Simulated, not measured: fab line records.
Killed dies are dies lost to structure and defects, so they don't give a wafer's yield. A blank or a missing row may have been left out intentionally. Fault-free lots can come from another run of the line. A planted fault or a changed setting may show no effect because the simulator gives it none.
fab line records	flow gf180mcu
[record] lots = 24	wafers = 72	last-day = 34
route steps=602 shown V2@407 MIM@523 V5@561 PASSIVATION@599
lots that met no fault: from a run of the same line without faults
start-h: start of the lot's first displayed wafer, in hours after the record's first day	wait-h: time in hours since the lot's previous step	" as in the row above	L1.1+2: a single row standing in for several wafers	- value missing, or start not given	* or withheld: withheld	< > ~ a bound
route shown NAME@n: names a module that has steps shown in the file, with the first one's number in the route	usual: the fault-free wafers' mean and standard deviation	same: alike in all rows	chamber/n: place in a boat	sites: each site's reading	_std_site: the standard deviation of these	_edge_site: the outer-site mean with the inner-site mean subtracted	radius-mm: for every site, how far away it sits from the centre of the wafer	mask NAME#n: copy n	behind: the last tool/chamber to shape the wafer	hold: the reason the lot was held/the length of the hold in hours/how it ended	device: the n, p or np transistor that did not switch	end of line: tests of these same wafers at the route's end	for a step that has no rows: nothing shown but its recipe	killed: count of dies lost to structure and defects at first sort (not the wafer's yield)	map: a wafer's dies, marking killed ones x, the rest . and places with no die _
set.NAME: the setting the step ran with; set.NAME@STEP: the setting that earlier step ran with	model.NAME: the simulator's own value behind a step, which no gauge read
the route's steps for a sample of lots (tables are steps, rows are wafers)
services: from which hour (start-h, from the record's first day; less than 0 if before it) a tool's chamber was out of use, for how many hours, and why
[[steps]]
[step GF_V2_THK_MEAS_25]
[recipe] thk-meas-gauge = xrf	reads = W_of_V2_CVD_23
[usual] V2_W_THK = 345/4.4
lot.wafer	tool	chamber	start-h	wait-h	V2_W_THK[nm]
L074.2	film-metro-03	-	455.97	0.1	337
L074.5	"	-	"	"	340
L074.6	"	-	"	"	339
L075.2	film-metro-03	-	464.20	0.1	345
L075.5	"	-	"	"	342
L075.6	"	-	"	"	346
L076.1	film-metro-04	-	477.71	0.1	347
L076.2	"	-	"	"	351
L076.4	"	-	"	"	342
L077.1	film-metro-04	-	482.89	0.1	356
L077.3	"	-	"	"	348
L077.6	"	-	"	"	357
L078.2	film-metro-03	-	491.95	0.1	347
L078.3	"	-	"	"	344
L078.5	"	-	"	"	343
L079.1	film-metro-02	-	503.09	0.1	340
L079.3	"	-	"	"	345
L079.4	"	-	"	"	348
L080.2	film-metro-02	-	518.78	0.1	351
L080.4	"	-	"	"	347
L080.6	"	-	"	"	343
L081.1	film-metro-04	-	532.34	0.1	345
L081.2	"	-	"	"	341
L081.6	"	-	"	"	347
L082.1	film-metro-03	-	537.94	0.1	344
L082.2	"	-	"	"	340
L082.6	"	-	"	"	340
L083.2	film-metro-04	-	546.85	0.1	345
L083.4	"	-	"	"	349
L083.5	"	-	"	"	349
L084.1	film-metro-03	-	553.98	0.1	342
L084.4	"	-	"	"	348
L084.6	"	-	"	"	347
L085.2	film-metro-04	-	563.65	0.1	338
L085.3	"	-	"	"	339
L085.4	"	-	"	"	340
L086.1	film-metro-02	-	572.07	0.1	347
L086.5	"	-	"	"	350
L086.6	"	-	"	"	357
L087.1	film-metro-03	-	580.51	0.1	349
L087.5	"	-	"	"	348
L087.6	"	-	"	"	346
L088.1	film-metro-02	-	592.84	0.1	352
L088.2	"	-	"	"	351
L088.6	"	-	"	"	350
L089.3	film-metro-04	-	601.37	0.1	338
L089.4	"	-	"	"	337
L089.6	"	-	"	"	348
L090.1	film-metro-03	-	609.04	0.1	347
L090.2	"	-	"	"	345
L090.4	"	-	"	"	348
L091.2	film-metro-03	-	612.85	0.1	341
L091.5	"	-	"	"	345
L091.6	"	-	"	"	340
L092.2	film-metro-02	-	618.95	0.1	350
L092.3	"	-	"	"	349
L092.4	"	-	"	"	348
L093.3	film-metro-04	-	627.20	0.1	344
L093.5	"	-	"	"	344
L093.6	"	-	"	"	346
L094.1	film-metro-03	-	627.94	0.1	342
L094.5	"	-	"	"	343
L094.6	"	-	"	"	348
L095.2	film-metro-03	-	637.85	0.1	345
L095.5	"	-	"	"	344
L095.6	"	-	"	"	341
L097.2	film-metro-02	-	645.12	0.1	347
L097.3	"	-	"	"	353
L097.6	"	-	"	"	347
L096.3	film-metro-04	-	649.94	0.1	346
L096.4	"	-	"	"	348
L096.5	"	-	"	"	342
[step GF_MIM_STRIP_20]
[recipe] chemistry = O2/N2	power-w = 1400	pressure-mtorr = 1500	platen-temp-c = 250	o2-flow-sccm = 3000	n2-flow-sccm = 300	overash-fraction = 0.5
[usual] drypump-motor-current-A = 6.1/0.31	heater-power-w = 330/31	oes-product-au = 0.693/0.0056	strip-time-to-endpoint-s = 11.24/0.034
lot.wafer	tool	chamber	start-h	wait-h	drypump-motor-current-A	heater-power-w	oes-product-au	rf-hours-counter-h	strip-time-to-endpoint-s
L074.2	plasma-asher-03	0	578.15	0.0	6.2	330	0.693	85	11.27
L074.5	"	1	"	"	6.4	282	0.703	-	11.28
L074.6	"	0	"	"	6.2	327	0.688	-	11.28
L075.2	plasma-asher-02	1	584.71	0.0	6.3	382	0.694	45	11.21
L075.5	"	1	"	"	6.4	382	0.687	-	11.21
L075.6	"	0	"	"	6.0	361	0.691	-	11.24
L076.1	plasma-asher-03	1	596.20	0.0	6.4	285	0.694	87	11.22
L076.2	"	0	"	"	6.1	332	0.684	87	11.26
L076.4	"	0	"	"	6.2	330	0.685	-	11.24
L077.1	plasma-asher-02	1	602.61	0.0	6.3	381	0.692	47	11.22
L077.3	"	1	"	"	6.3	392	0.694	-	11.23
L077.6	"	0	"	"	6.0	358	0.685	-	11.18
L078.2	plasma-asher-03	1	613.46	0.0	6.4	283	0.689	89	11.25
L078.3	"	1	"	"	6.4	278	0.692	-	11.23
L078.5	"	1	"	"	6.4	282	0.690	-	11.27
L079.1	plasma-asher-04	1	619.55	0.0	6.3	330	0.694	20	11.19
L079.3	"	0	"	"	5.5	312	0.692	-	11.22
L079.4	"	1	"	"	6.2	340	0.697	-	11.22
L080.2	plasma-asher-04	0	633.03	0.1	5.5	320	0.700	21	11.23
L080.4	"	1	"	"	6.2	338	0.696	-	11.23
L080.6	"	0	"	"	5.5	315	0.696	-	11.27
L081.1	plasma-asher-03	0	645.61	0.0	6.1	328	0.699	93	11.30
L081.2	"	1	"	"	6.4	285	0.685	93	11.29
L081.6	"	1	"	"	6.4	287	0.694	-	11.26
L082.1	plasma-asher-02	0	650.26	0.0	6.1	359	0.695	52	11.27
L082.2	"	1	"	"	6.3	387	0.693	52	11.22
L082.6	"	1	"	"	6.3	380	0.690	-	11.24
L083.2	plasma-asher-04	0	658.16	0.0	5.5	318	0.705	24	11.22
L083.4	"	0	"	"	5.5	312	0.698	-	11.24
L083.5	"	0	"	"	5.5	313	0.694	-	11.22
L084.1	plasma-asher-02	0	664.46	0.0	6.1	362	0.699	54	11.24
L084.4	"	1	"	"	6.3	383	0.694	-	11.24
L084.6	"	0	"	"	6.1	359	0.685	-	11.21
L085.2	plasma-asher-03	0	671.81	0.0	6.2	337	0.690	95	11.25
L085.3	"	0	"	"	6.2	333	0.701	-	11.31
L085.4	"	1	"	"	6.4	279	0.695	-	11.25
L086.1	plasma-asher-03	1	679.41	0.0	6.4	287	0.686	96	11.21
L086.5	"	1	"	"	6.4	282	0.691	-	11.20
L086.6	"	0	"	"	6.1	330	0.690	-	11.21
L087.1	plasma-asher-04	0	687.84	0.1	5.5	329	0.687	27	11.22
L087.5	"	0	"	"	5.5	327	0.698	-	11.25
L087.6	"	1	"	"	6.2	337	0.696	-	11.27
L088.1	plasma-asher-03	1	698.72	0.0	6.4	282	0.689	98	11.19
L088.2	"	0	"	"	6.2	324	0.695	98	11.17
L088.6	"	1	"	"	6.4	281	0.702	-	11.21
L089.3	plasma-asher-04	0	706.36	0.1	5.5	315	0.694	-	11.22
L089.4	"	1	"	"	6.2	337	0.688	-	11.17
L089.6	"	1	"	"	6.2	323	0.689	-	11.18
L090.1	plasma-asher-02	1	711.94	0.0	6.3	392	0.694	58	11.21
L090.2	"	0	"	"	6.1	361	0.687	58	11.25
L090.4	"	1	"	"	6.3	386	0.693	-	11.20
L091.2	plasma-asher-04	1	715.26	0.0	6.2	333	0.692	30	11.26
L091.5	"	0	"	"	5.5	315	0.686	-	11.24
L091.6	"	1	"	"	6.2	335	0.704	-	11.24
L092.2	plasma-asher-03	0	721.34	0.0	6.2	329	0.689	101	11.28
L092.3	"	1	"	"	6.4	285	0.695	-	11.22
L092.4	"	0	"	"	6.1	339	0.702	-	11.25
L093.3	plasma-asher-03	0	728.16	0.1	6.1	323	0.686	-	11.29
L093.5	"	1	"	"	6.4	273	0.702	-	11.31
L093.6	"	0	"	"	6.1	331	0.693	-	11.27
L094.1	plasma-asher-02	0	728.81	0.1	6.1	349	0.681	59	11.27
L094.5	"	1	"	"	6.3	394	0.701	-	11.27
L094.6	"	0	"	"	6.1	361	0.698	-	11.26
L095.2	plasma-asher-04	0	737.22	0.0	5.5	325	0.685	33	11.23
L095.5	"	0	"	"	5.5	313	0.699	-	11.20
L095.6	"	1	"	"	6.2	328	0.689	-	11.24
L097.2	plasma-asher-04	1	742.81	0.0	6.2	326	0.691	34	11.22
L097.3	"	1	"	"	6.2	334	0.689	-	11.16
L097.6	"	1	"	"	6.2	332	0.696	-	11.17
L096.3	plasma-asher-04	0	747.59	0.1	5.5	315	0.689	-	11.20
L096.4	"	1	"	"	6.2	335	0.694	-	11.22
L096.5	"	1	"	"	6.2	332	0.689	-	11.19
[step GF_V5_SPUTTER_21]
[recipe] material = Ti	target-thk-nm = 15	chamber-pressure-pa = 5	power-w = 2500	substrate-temp-c = 200	time-s = 80.02
[usual] substrate-temp-c = 199.98/0.16	throttle-valve-pct = 30.1/0.98
lot.wafer	tool	chamber	start-h	wait-h	substrate-temp-c	throttle-valve-pct
L074.2	pvd-sputter-01	-	623.70	0.0	200.05	30.2
L074.5	"	-	"	"	199.87	30.4
L074.6	"	-	"	"	200.32	29.6
L075.2	pvd-sputter-02	-	629.10	0.0	200.01	31.3
L075.5	"	-	"	"	200.02	29.1
L075.6	"	-	"	"	199.70	31.1
L076.1	pvd-sputter-02	-	639.88	0.0	199.77	31.3
L076.2	"	-	"	"	199.71	28.1
L076.4	"	-	"	"	199.74	30.4
L077.1	pvd-sputter-04	-	646.03	0.0	200.01	30.7
L077.3	"	-	"	"	199.91	29.7
L077.6	"	-	"	"	200.15	31.5
L078.2	pvd-sputter-01	-	655.85	0.0	199.88	30.3
L078.3	"	-	"	"	200.02	30.4
L078.5	"	-	"	"	200.35	30.4
L079.1	pvd-sputter-04	-	662.71	0.0	199.90	29.9
L079.3	"	-	"	"	200.03	29.5
L079.4	"	-	"	"	200.03	30.5
L080.2	pvd-sputter-01	-	674.60	0.0	199.93	30.6
L080.4	"	-	"	"	200.18	29.5
L080.6	"	-	"	"	199.90	30.1
L081.1	pvd-sputter-04	-	685.20	0.0	200.00	30.2
L081.2	"	-	"	"	199.86	31.7
L081.6	"	-	"	"	200.16	29.6
L082.1	pvd-sputter-02	-	691.77	0.0	199.78	30.4
L082.2	"	-	"	"	199.76	31.5
L082.6	"	-	"	"	199.87	30.2
L083.2	pvd-sputter-04	-	698.85	0.0	200.02	30.5
L083.4	"	-	"	"	199.43	29.7
L083.5	"	-	"	"	199.90	30.9
L084.1	pvd-sputter-01	-	704.80	0.0	200.14	29.5
L084.4	"	-	"	"	199.86	29.7
L084.6	"	-	"	"	199.94	30.3
L085.2	pvd-sputter-02	-	711.25	0.0	199.97	28.0
L085.3	"	-	"	"	199.86	31.3
L085.4	"	-	"	"	199.95	29.9
L086.1	pvd-sputter-04	-	719.08	0.0	199.68	29.4
L086.5	"	-	"	"	199.63	30.0
L086.6	"	-	"	"	199.76	29.6
L087.1	pvd-sputter-02	-	726.57	0.0	199.86	30.3
L087.5	"	-	"	"	200.01	29.0
L087.6	"	-	"	"	200.11	31.3
L088.1	pvd-sputter-01	-	736.03	0.0	200.01	30.4
L088.2	"	-	"	"	199.90	30.4
L088.6	"	-	"	"	200.38	29.4
L089.3	pvd-sputter-04	-	744.32	0.0	200.05	30.3
L089.4	"	-	"	"	199.72	30.0
L089.6	"	-	"	"	199.74	29.9
L090.1	pvd-sputter-04	-	750.10	0.0	200.03	29.9
L090.2	"	-	"	"	199.82	30.5
L090.4	"	-	"	"	199.91	29.4
L091.2	pvd-sputter-02	-	753.39	0.0	199.99	29.0
L091.5	"	-	"	"	200.07	29.0
L091.6	"	-	"	"	199.81	27.6
L092.2	pvd-sputter-04	-	758.61	0.0	199.78	29.8
L092.3	"	-	"	"	200.15	30.8
L092.4	"	-	"	"	199.97	31.7
L093.3	pvd-sputter-04	-	764.09	0.0	200.12	30.7
L093.5	"	-	"	"	200.08	29.6
L093.6	"	-	"	"	200.25	30.6
L094.1	pvd-sputter-02	-	765.28	0.0	199.90	31.4
L094.5	"	-	"	"	200.25	28.0
L094.6	"	-	"	"	199.93	29.0
L095.2	pvd-sputter-04	-	773.08	0.0	200.23	30.6
L095.5	"	-	"	"	200.05	31.8
L095.6	"	-	"	"	200.04	30.7
L097.2	pvd-sputter-04	-	778.31	0.0	200.34	29.5
L097.3	"	-	"	"	199.93	30.8
L097.6	"	-	"	"	200.19	29.6
L096.3	pvd-sputter-01	-	782.43	0.0	199.98	29.6
L096.4	"	-	"	"	199.93	30.5
L096.5	"	-	"	"	199.88	30.2
[step GF_V5_SPUTTER_22]
[recipe] material = TiN	target-thk-nm = 10	chamber-pressure-pa = 5	power-w = 4000	time-s = 40
[usual] throttle-valve-pct = 30.1/0.97
lot.wafer	tool	chamber	start-h	wait-h	throttle-valve-pct
L074.2	pvd-sputter-01	-	623.76	0.0	30.5
L074.5	"	-	"	"	30.5
L074.6	"	-	"	"	29.4
L075.2	pvd-sputter-02	-	629.16	0.0	31.5
L075.5	"	-	"	"	28.9
L075.6	"	-	"	"	31.4
L076.1	pvd-sputter-02	-	639.94	0.0	31.5
L076.2	"	-	"	"	28.1
L076.4	"	-	"	"	30.3
L077.1	pvd-sputter-04	-	646.09	0.0	30.7
L077.3	"	-	"	"	30.0
L077.6	"	-	"	"	31.7
L078.2	pvd-sputter-01	-	655.91	0.0	30.0
L078.3	"	-	"	"	30.5
L078.5	"	-	"	"	30.3
L079.1	pvd-sputter-04	-	662.77	0.0	30.0
L079.3	"	-	"	"	29.1
L079.4	"	-	"	"	30.5
L080.2	pvd-sputter-01	-	674.66	0.0	30.3
L080.4	"	-	"	"	29.4
L080.6	"	-	"	"	30.4
L081.1	pvd-sputter-04	-	685.26	0.0	29.9
L081.2	"	-	"	"	31.8
L081.6	"	-	"	"	29.5
L082.1	pvd-sputter-02	-	691.83	0.0	30.4
L082.2	"	-	"	"	31.2
L082.6	"	-	"	"	30.3
L083.2	pvd-sputter-04	-	698.91	0.0	30.6
L083.4	"	-	"	"	29.7
L083.5	"	-	"	"	30.7
L084.1	pvd-sputter-01	-	704.86	0.0	29.3
L084.4	"	-	"	"	30.0
L084.6	"	-	"	"	30.2
L085.2	pvd-sputter-02	-	711.31	0.0	28.0
L085.3	"	-	"	"	31.2
L085.4	"	-	"	"	30.2
L086.1	pvd-sputter-04	-	719.14	0.0	29.4
L086.5	"	-	"	"	29.8
L086.6	"	-	"	"	29.6
L087.1	pvd-sputter-02	-	726.63	0.0	30.2
L087.5	"	-	"	"	28.8
L087.6	"	-	"	"	31.3
L088.1	pvd-sputter-01	-	736.10	0.0	30.4
L088.2	"	-	"	"	30.2
L088.6	"	-	"	"	29.4
L089.3	pvd-sputter-04	-	744.38	0.0	30.5
L089.4	"	-	"	"	29.8
L089.6	"	-	"	"	30.0
L090.1	pvd-sputter-04	-	750.16	0.0	29.9
L090.2	"	-	"	"	30.7
L090.4	"	-	"	"	29.6
L091.2	pvd-sputter-02	-	753.45	0.0	28.8
L091.5	"	-	"	"	29.0
L091.6	"	-	"	"	28.4
L092.2	pvd-sputter-04	-	758.67	0.0	30.0
L092.3	"	-	"	"	30.8
L092.4	"	-	"	"	31.4
L093.3	pvd-sputter-04	-	764.15	0.0	30.4
L093.5	"	-	"	"	29.9
L093.6	"	-	"	"	30.6
L094.1	pvd-sputter-02	-	765.34	0.0	31.1
L094.5	"	-	"	"	28.1
L094.6	"	-	"	"	29.1
L095.2	pvd-sputter-04	-	773.14	0.0	30.6
L095.5	"	-	"	"	31.7
L095.6	"	-	"	"	30.6
L097.2	pvd-sputter-04	-	778.37	0.0	29.3
L097.3	"	-	"	"	30.9
L097.6	"	-	"	"	29.5
L096.3	pvd-sputter-01	-	782.50	0.0	29.5
L096.4	"	-	"	"	30.3
L096.5	"	-	"	"	30.0
[step GF_V5_CVD_23]
[recipe] material = W	target-thk-nm = 350	time-s = 104.9	temp-c = 400	pressure-torr = 40
[usual] heater-power-outer-w = 472/56	heater-power-w = 817/80
lot.wafer	tool	chamber	start-h	wait-h	heater-power-outer-w	heater-power-w
L074.2	cvd-w-02	1	623.80	0.0	564	914
L074.5	"	1	"	"	573	893
L074.6	"	0	"	"	456	775
L075.2	cvd-w-02	1	629.20	0.0	556	910
L075.5	"	1	"	"	566	922
L075.6	"	0	"	"	457	767
L076.1	cvd-w-02	1	639.98	0.0	573	891
L076.2	"	0	"	"	460	778
L076.4	"	0	"	"	460	775
L077.1	cvd-w-01	0	646.13	0.0	411	702
L077.3	"	1	"	"	468	859
L077.6	"	1	"	"	464	867
L078.2	cvd-w-01	0	655.95	0.0	407	705
L078.3	"	1	"	"	472	857
L078.5	"	1	"	"	461	873
L079.1	cvd-w-01	0	662.81	0.0	404	703
L079.3	"	1	"	"	453	867
L079.4	"	0	"	"	416	706
L080.2	cvd-w-02	0	674.70	0.0	442	777
L080.4	"	1	"	"	544	939
L080.6	"	0	"	"	456	794
L081.1	cvd-w-01	1	685.30	0.0	469	872
L081.2	"	0	"	"	407	696
L081.6	"	1	"	"	462	860
L082.1	cvd-w-01	1	691.87	0.0	455	866
L082.2	"	0	"	"	413	693
L082.6	"	1	"	"	480	871
L083.2	cvd-w-01	1	698.95	0.0	470	886
L083.4	"	0	"	"	417	714
L083.5	"	0	"	"	400	725
L084.1	cvd-w-02	0	704.90	0.0	454	773
L084.4	"	1	"	"	573	896
L084.6	"	0	"	"	443	774
L085.2	cvd-w-02	0	711.35	0.0	460	795
L085.3	"	1	"	"	568	913
L085.4	"	0	"	"	451	799
L086.1	cvd-w-01	0	719.18	0.0	419	698
L086.5	"	0	"	"	412	709
L086.6	"	1	"	"	482	871
L087.1	cvd-w-02	1	726.67	0.0	563	946
L087.5	"	1	"	"	559	896
L087.6	"	0	"	"	459	794
L088.1	cvd-w-02	1	736.13	0.0	573	920
L088.2	"	0	"	"	460	789
L088.6	"	1	"	"	573	927
L089.3	cvd-w-01	1	744.45	0.1	473	860
L089.4	"	0	"	"	407	715
L089.6	"	1	"	"	473	865
L090.1	cvd-w-02	0	750.20	0.0	463	820
L090.2	"	1	"	"	569	933
L090.4	"	1	"	"	554	916
L091.2	cvd-w-01	0	753.49	0.0	407	713
L091.5	"	0	"	"	415	711
L091.6	"	1	"	"	470	866
L092.2	cvd-w-01	1	758.71	0.0	473	864
L092.3	"	0	"	"	412	730
L092.4	"	1	"	"	469	881
L093.3	cvd-w-01	1	764.23	0.1	459	893
L093.5	"	1	"	"	464	894
L093.6	"	0	"	"	421	700
L094.1	cvd-w-01	0	765.38	0.0	412	714
L094.5	"	1	"	"	472	876
L094.6	"	0	"	"	408	708
L095.2	cvd-w-01	0	773.20	0.0	411	722
L095.5	"	0	"	"	422	708
L095.6	"	1	"	"	471	862
L097.2	cvd-w-02	1	778.41	0.0	567	928
L097.3	"	1	"	"	575	920
L097.6	"	1	"	"	566	931
L096.3	cvd-w-02	0	782.57	0.1	462	767
L096.4	"	1	"	"	574	903
L096.5	"	0	"	"	455	766
[step GF_PASSIVATION_STRIP_12]
[recipe] chemistry = O2/N2	power-w = 1400	pressure-mtorr = 1500	platen-temp-c = 250	o2-flow-sccm = 3000	n2-flow-sccm = 300	overash-fraction = 0.5
[usual] drypump-motor-current-A = 6.13/0.29	heater-power-w = 331/33	oes-product-au = 0.718/0.0049	strip-time-to-endpoint-s = 32.9/0.36
lot.wafer	tool	chamber	start-h	wait-h	drypump-motor-current-A	heater-power-w	oes-product-au	rf-hours-counter-h	strip-time-to-endpoint-s
L074.2	plasma-asher-03	0	666.01	0.1	6.14	329	0.713	95	32.7
L074.5	"	1	"	"	6.42	281	0.719	-	33.1
L074.6	"	0	"	"	6.15	332	0.722	-	33.5
L075.2	plasma-asher-03	1	670.51	0.1	6.42	279	0.721	95	33.9
L075.5	"	0	"	"	6.05	323	0.724	-	33.1
L075.6	"	1	"	"	6.41	288	0.721	-	32.9
L076.1	plasma-asher-03	1	680.56	0.1	6.40	279	0.711	96	32.6
L076.2	"	0	"	"	6.12	326	0.723	96	32.9
L076.4	"	1	"	"	6.43	287	0.717	-	32.5
L077.1	plasma-asher-03	1	686.06	0.1	6.43	280	0.721	97	32.9
L077.3	"	0	"	"	6.19	338	0.708	-	33.3
L077.6	"	0	"	"	6.21	342	0.713	-	33.6
L078.2	plasma-asher-04	1	696.19	0.1	6.20	338	0.715	28	32.4
L078.3	"	0	"	"	5.51	316	0.720	-	32.9
L078.5	"	1	"	"	6.18	345	0.726	-	32.7
L079.1	plasma-asher-04	0	702.31	0.1	5.49	324	0.722	29	33.8
L079.3	"	0	"	"	5.53	314	0.727	-	33.2
L079.4	"	1	"	"	6.22	336	0.718	-	33.6
L080.2	plasma-asher-03	0	713.79	0.1	6.11	337	0.721	100	32.7
L080.4	"	1	"	"	6.41	279	0.716	-	33.1
L080.6	"	1	"	"	6.43	284	0.714	-	32.7
L081.1	plasma-asher-02	1	723.82	0.1	6.37	385	0.718	59	32.8
L081.2	"	0	"	"	6.12	363	0.719	59	33.3
L081.6	"	1	"	"	6.37	388	0.721	-	33.5
L082.1	plasma-asher-04	1	729.29	0.1	6.23	342	0.726	31	32.7
L082.2	"	0	"	"	5.50	313	0.719	31	33.3
L082.6	"	0	"	"	5.52	326	0.722	-	33.3
L083.2	plasma-asher-03	0	737.12	0.1	6.11	328	0.725	103	33.0
L083.4	"	1	"	"	6.43	284	0.718	-	32.4
L083.5	"	1	"	"	6.41	285	0.711	-	32.7
L084.1	plasma-asher-02	0	742.47	0.1	6.07	359	0.717	61	33.0
L084.4	"	0	"	"	6.09	356	0.714	-	33.7
L084.6	"	0	"	"	6.06	353	0.716	-	33.8
L085.2	plasma-asher-02	1	747.99	0.1	6.33	383	0.717	61	32.7
L085.3	"	0	"	"	6.06	364	0.709	-	33.3
L085.4	"	1	"	"	6.32	381	0.719	-	33.2
L086.1	plasma-asher-02	0	755.44	0.1	6.11	356	0.708	62	33.0
L086.5	"	0	"	"	6.13	356	0.726	-	32.5
L086.6	"	1	"	"	6.35	379	0.717	-	32.7
L087.1	plasma-asher-03	0	762.34	0.1	6.15	327	0.719	106	33.2
L087.5	"	1	"	"	6.43	279	0.719	-	32.9
L087.6	"	0	"	"	6.16	341	0.721	-	33.1
L088.1	plasma-asher-04	0	771.16	0.1	5.49	328	0.720	37	32.6
L088.2	"	1	"	"	6.18	329	0.722	37	32.6
L088.6	"	1	"	"	6.22	329	0.713	-	33.1
L089.3	plasma-asher-02	0	778.93	0.2	6.12	372	0.723	-	32.9
L089.4	"	1	"	"	6.35	380	0.712	-	32.5
L089.6	"	0	"	"	6.13	360	0.718	-	33.1
L090.1	plasma-asher-04	0	783.72	0.1	5.53	321	0.712	39	32.5
L090.2	"	1	"	"	6.21	332	0.724	39	33.0
L090.4	"	0	"	"	5.53	328	0.717	-	33.0
L091.2	plasma-asher-02	1	787.91	0.1	6.33	380	0.714	66	32.2
L091.5	"	1	"	"	6.32	392	0.722	-	32.0
L091.6	"	0	"	"	6.12	366	0.718	-	32.2
L092.2	plasma-asher-02	0	792.64	0.1	6.09	365	0.724	67	32.5
L092.3	"	0	"	"	6.10	360	0.723	-	32.8
L092.4	"	1	"	"	6.34	376	0.711	-	33.3
L093.3	plasma-asher-04	1	797.18	0.2	6.24	335	0.713	-	32.4
L093.5	"	0	"	"	5.50	315	0.710	-	32.9
L093.6	"	1	"	"	6.17	336	0.708	-	32.3
L094.1	plasma-asher-04	0	798.44	0.1	5.48	328	0.715	41	32.7
L094.5	"	1	"	"	6.19	333	0.721	-	32.8
L094.6	"	0	"	"	5.50	318	0.717	-	33.2
L095.2	plasma-asher-03	1	806.07	0.1	6.43	278	0.710	107	32.7
L095.5	"	1	"	"	6.43	290	0.718	-	33.3
L095.6	"	0	"	"	6.11	336	0.716	-	32.8
L097.2	plasma-asher-03	1	811.36	0.1	6.41	279	0.713	107	32.5
L097.3	"	1	"	"	6.41	283	0.718	-	32.9
L097.6	"	0	"	"	6.16	334	0.720	-	33.0
L096.3	plasma-asher-03	1	814.43	0.2	6.40	279	0.717	-	33.0
L096.4	"	0	"	"	6.13	327	0.723	-	32.8
L096.5	"	1	"	"	6.43	283	0.723	-	33.4
[[services]]
tool	chamber	start-h	hours	kind
cvd-w-02	-	565.01	28.1	pm
pvd-sputter-04	3	584.86	-	consumable-replace:kit
pvd-sputter-04	3	584.86	18.0	scheduled-down
pvd-sputter-04	3	584.86	18.0	vent-cycle
cvd-w-01	-	593.11	14.6	pm
plasma-asher-03	-	607.46	0.6	repair
plasma-asher-04	-	629.43	2.8	pm
plasma-asher-02	-	679.30	3.2	repair
pvd-sputter-02	-	683.54	0.5	repair
cvd-w-01	-	687.67	1.8	repair
cvd-w-02	1	694.29	2.2	repair
pvd-sputter-01	-	703.84	0.8	repair
pvd-sputter-04	2	705.07	-	consumable-replace:kit
pvd-sputter-04	2	705.07	18.0	scheduled-down
pvd-sputter-04	2	705.07	18.0	vent-cycle
cvd-w-02	-	716.28	1.0	repair
pvd-sputter-01	3	721.77	-	consumable-replace:kit
pvd-sputter-01	3	721.77	18.0	scheduled-down
cvd-w-01	0	731.79	5.7	repair
pvd-sputter-02	-	743.71	1.2	repair
plasma-asher-03	-	762.53	36.8	pm
pvd-sputter-02	0	773.38	-	consumable-replace:kit
pvd-sputter-02	0	773.38	18.0	scheduled-down
pvd-sputter-02	0	773.38	18.0	vent-cycle
[[key]]
fault none
